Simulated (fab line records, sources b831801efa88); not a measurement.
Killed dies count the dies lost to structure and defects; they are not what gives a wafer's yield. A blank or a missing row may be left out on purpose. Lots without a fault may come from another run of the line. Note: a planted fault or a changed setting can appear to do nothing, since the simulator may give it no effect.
Split-lot experiment ; flow gf180mcu ; route with 602 steps; 5 lots, 23 wafers read

## SPLIT DETAILS
At GF_V4_CMP_04 (polishes SiO2), the setting leave_above_ref_nm was moved away from the recipe's 632.5 nm on 7 of the 23 wafers read, by -7.2% to -4.8%. All remaining wafers had this setting at the recipe value.

## FROM THE SPLIT TO THE READING: what the file shows between them, 2 steps
- GF_V4_DEVELOP_13: develop time 60 s (also split here: develop_time_s)
- GF_V4_ETCH_16: etches BARC in N2/H2

## THE READING
oes_product_au, in a.u., at GF_V4_ETCH_17 (etches SiO2 in C4F8/O2/Ar, stops on TiN, target depth 630 nm). Fault-free wafers of this fab line usually give 0.856 a.u., standard deviation 0.0042 a.u.

wafer;tool, chamber at the split;leave_above_ref_nm as run, nm;against the recipe;oes_product_au, a.u.;against lot-mates on the recipe
L074.2;cmp-01, 0;632.5;recipe;0.850;-
L074.3;cmp-01, 2;632.5;recipe;0.860;-
L074.4;cmp-01, 3;632.5;recipe;0.857;-
L074.5;cmp-01, 1;632.5;recipe;0.862;-
L074.6;cmp-01, 2;632.5;recipe;0.856;-
L075.1;cmp-01, 0;632.5;recipe;0.854;-
L075.2;cmp-01, 1;587.1;-7.2%;0.825;-0.035
L075.3;cmp-01, 2;587.1;-7.2%;0.830;-0.030
L075.4;cmp-01, 3;632.5;recipe;0.870;-
L075.5;cmp-01, 1;632.5;recipe;0.856;-
L076.2;cmp-02, 2;632.5;recipe;0.852;-
L076.5;cmp-02, 3;632.5;recipe;0.862;-
L076.6;cmp-02, 0;632.5;recipe;0.856;-
L080.1;cmp-01, 0;632.5;recipe;0.864;-
L080.2;cmp-01, 2;632.5;recipe;0.853;-
L080.3;cmp-01, 3;632.5;recipe;0.861;-
L080.4;cmp-01, 1;592;-6.4%;0.826;-0.033
L080.5;cmp-01, 1;592;-6.4%;0.829;-0.030
L085.1;cmp-02, 2;602;-4.8%;0.827;-0.026
L085.2;cmp-02, 3;602;-4.8%;0.830;-0.023
L085.4;cmp-02, 0;632.5;recipe;0.856;-
L085.5;cmp-02, 3;602;-4.8%;0.830;-0.023
L085.6;cmp-02, 2;632.5;recipe;0.850;-

THE FIT
A straight line over all 23 wafers: oes_product_au changes by +0.00476 a.u. for each +1% of leave_above_ref_nm; r = +0.93; the points scatter about the line by 0.0053 a.u.
The same after taking each lot's own level away (the mean of its wafers on the recipe; 23 wafers): +0.00478 a.u. for each +1%; r = +0.95; scatter 0.0044 a.u.
Per that fit: largest leave_above_ref_nm move, reading shift of 0.034 a.u.
Across the lots, their own levels run from 0.8530 to 0.8600 a.u., a range of 1.7 times the standard deviation given above.
The two slopes agree, so the slope changes little with the lot-to-lot level.
Check: with one of the wafers moved furthest among these (-7.2%) left out of the fit, the line predicts -0.0342 a.u. for it against its lot-mates. It came out at -0.035 a.u. against them.
Tool readings at the split's step, against how far the setting was moved: time_to_endpoint_s r = -0.81.

## OTHER SPLITS APPLIED TO THESE WAFERS
These wafers also went through other splits before the reading. Each is held against what the fit with the lots' levels taken away leaves over:
other split on the same wafers;wafers away from the commonest value;r with oes_product_au (lot level and that fit taken away)
GF_V2_CVD_23 temp_c;7;-0.22
GF_M3_SPUTTER_04 chamber_pressure_pa;10;-0.01
GF_M3_COAT_09 resist_thk_nm;10;+0.28
GF_M3_STRIP_17 platen_temp_c;10;+0.26
GF_V3_CMP_04 leave_above_ref_nm;11;-0.09
GF_V3_ETCH_17 source_w;5;+0.34
GF_M4_SPUTTER_04 time_s;8;+0.18
GF_M4_DEVELOP_13 develop_time_s;5;+0.15
GF_M4_METAL_ETCH_16 time_s;10;+0.20
GF_V4_DEVELOP_13 develop_time_s;5;+0.20

## THE WHOLE CHAIN: every reading that the file lists as answering this split, in the file's order
step;what it does;reading;change (the file's fit);r (the file's)
GF_V4_CMP_04;polishes SiO2;time_to_endpoint_s;withheld for each +1% of the setting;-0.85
GF_V4_CMP_04;polishes SiO2;SiO2_of_V4_CVD_02.thk_nm (the simulator's own value, which no gauge read);+6.35 nm for each +1% of the setting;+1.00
GF_V4_ETCH_17;etches SiO2 in C4F8/O2/Ar, stops on TiN, target depth 630 nm;oes_product_au;+0.00477 a.u. for each +1% of the setting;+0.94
GF_V4_ETCH_17;etches SiO2 in C4F8/O2/Ar, stops on TiN, target depth 630 nm;V4.feature_depth_nm (the simulator's own value, which no gauge read);+6.35 nm for each +1% of the setting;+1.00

## THE FILE'S OWN FIT
oes_product_au changes by +0.00477 a.u. for each +1% of leave_above_ref_nm, r = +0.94.
